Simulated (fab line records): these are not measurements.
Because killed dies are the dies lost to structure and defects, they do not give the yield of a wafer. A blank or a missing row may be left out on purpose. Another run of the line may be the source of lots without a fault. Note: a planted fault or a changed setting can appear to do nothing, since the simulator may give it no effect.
Matching of chambers	flow gf180mcu	cmp-02 running GF_V5_CMP_04: 4 sister chambers
The step polishes SiO2. 4 wafers are shown with their chamber, then 12 later ones without.

## WAFERS WITH THEIR CHAMBER
wafer	chamber	motor-current-A (A)
L088.2	2	12.1
L091.1	0	13.9
L091.2	1	11.5
L091.4	3	13.6

## WAFERS WITHOUT THEIR CHAMBER
wafer	motor-current-A (A)
L094.2	12.2
L094.3	13.0
L094.4	11.0
L095.2	11.6
L095.4	13.5
L095.5	11.5
L093.4	13.4
L093.5	12.3
L093.6	13.7
L096.2	11.5
L096.3	13.4
L096.5	12.2

## WHICH CHAMBER EACH ONE RAN IN
wafer	from the rows above	in truth
L094.2	2	2
L094.3	can't be placed: 3 or 0 or 2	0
L094.4	1	1
L095.2	can't be placed: 1 or 2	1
L095.4	can't be placed: 3 or 0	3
L095.5	1	1
L093.4	can't be placed: 3 or 0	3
L093.5	2	2
L093.6	can't be placed: 3 or 0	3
L096.2	1	1
L096.3	can't be placed: 3 or 0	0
L096.5	2	2
Correctly placed: 6 of 12. Unplaceable from these rows: 6, with the true chamber sitting among the candidates in 6. Number placed wrongly: 0.
How it was worked out, from the rows above alone: a wafer's distance from a chamber is the root of the sum, over the readings, of the square of ((its reading less the chamber's mean) divided by the reading's scatter). If the next closest chamber is less than 2 further off than the closest, the wafer can't be placed; otherwise it belongs to the closest. A chamber's mean is the mean of its shown wafers. The scatter: root of mean squared gap, hidden wafer to nearest shown wafer, with one shown wafer a chamber.
